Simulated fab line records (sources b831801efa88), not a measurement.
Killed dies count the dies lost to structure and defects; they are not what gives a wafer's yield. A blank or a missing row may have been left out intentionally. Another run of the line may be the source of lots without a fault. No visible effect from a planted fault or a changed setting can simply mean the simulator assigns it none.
Matching of chambers | flow sky130 | SKY_POLY_CUT_ETCH_11 on rie diel-04: 4 sister chambers
The step etches Si3N4 in CF4/CH2F2/Ar, stops on poly-Si, time 42.5 s, target depth 60 nm. 20 wafers are shown with their chamber, then 10 later ones without.

## WAFERS, EACH WITH ITS CHAMBER
wafer  | chamber | oes product au (a.u.) | chamber pressure mTorr (mTorr) | throttle valve pct (%)
L075.3 | 3       | 0.827                 | 40.00                          | 15.004
L075.4 | 0       | 0.842                 | 39.94                          | 14.991
L075.5 | 3       | 0.824                 | 39.98                          | 14.993
L079.2 | 3       | 0.822                 | 40.05                          | 14.997
L079.5 | 2       | 0.835                 | 40.05                          | 14.997
L079.6 | 1       | 0.825                 | 39.98                          | 14.995
L080.1 | 2       | 0.837                 | 40.01                          | 14.976
L080.2 | 3       | 0.826                 | 40.01                          | 14.994
L080.4 | 0       | 0.843                 | 40.02                          | 14.991
L082.1 | 1       | 0.838                 | 39.97                          | 14.986
L082.4 | 2       | 0.829                 | 40.01                          | 14.993
L082.6 | 3       | 0.836                 | 39.93                          | 14.992
L090.1 | 2       | 0.822                 | 40.08                          | 14.993
L090.4 | 1       | 0.822                 | 40.05                          | 14.992
L090.5 | 1       | 0.825                 | 40.00                          | 15.001
L088.1 | 3       | 0.826                 | 39.99                          | 15.001
L088.3 | 1       | 0.830                 | 39.99                          | 14.998
L088.6 | 3       | 0.824                 | 40.00                          | 14.996
L092.1 | 1       | 0.825                 | 40.06                          | 14.993
L092.2 | 3       | 0.825                 | 40.03                          | 14.990

SIGNATURES (means of the wafers above)
reading                | chamber 0 | chamber 1 | chamber 2 | chamber 3 | scatter within a chamber
oes product au         | 0.84250   | 0.82750   | 0.83075   | 0.82625   | 0.00517
chamber pressure mTorr | 39.9800   | 40.0083   | 40.0375   | 39.9988   | 0.0376
throttle valve pct     | 14.99100  | 14.99417  | 14.98975  | 14.99587  | 0.00588
Rule: a wafer lies at a distance from a chamber equal to the root of the sum of squares, over the readings, of (its reading less the chamber's mean, divided by the reading's scatter). The wafer belongs to the nearest chamber; if the next one is less than 2 further off, it can't be placed. How the scatter is found: for the shown wafers, subtract from each reading the mean of its chamber, square and add these, divide the total by (wafers less chambers), then take the root.

## WAFERS WITHOUT THEIR CHAMBER
wafer  | oes product au (a.u.) | chamber pressure mTorr (mTorr) | throttle valve pct (%)
L092.3 | 0.832                 | 39.96                          | 15.002
L095.1 | 0.831                 | 40.05                          | 14.990
L095.2 | 0.830                 | 40.00                          | 14.995
L095.5 | 0.828                 | 40.01                          | 14.989
L096.1 | 0.833                 | 39.94                          | 14.990
L096.5 | 0.827                 | 40.02                          | 14.985
L096.6 | 0.835                 | 39.97                          | 14.989
L097.4 | 0.833                 | 39.96                          | 14.994
L097.5 | 0.826                 | 39.96                          | 14.987
L097.6 | 0.823                 | 39.97                          | 15.004

## WHICH CHAMBER EACH ONE RAN IN
wafer  | from the rows above               | in truth
L092.3 | can't be placed: 3 or 1 or 0 or 2 | 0
L095.1 | can't be placed: 2 or 1 or 3      | 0
L095.2 | can't be placed: 1 or 3 or 2      | 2
L095.5 | can't be placed: 1 or 2 or 3      | 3
L096.1 | can't be placed: 0 or 1 or 3 or 2 | 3
L096.5 | can't be placed: 2 or 1 or 3      | 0
L096.6 | can't be placed: 0 or 2 or 1 or 3 | 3
L097.4 | can't be placed: 1 or 3 or 0 or 2 | 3
L097.5 | can't be placed: 1 or 3 or 2 or 0 | 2
L097.6 | can't be placed: 3 or 1 or 2      | 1
Placed correctly: 0 of 10. Not placeable from these rows: 10 (in 8, the candidates include the true chamber). Number placed wrongly: 0.
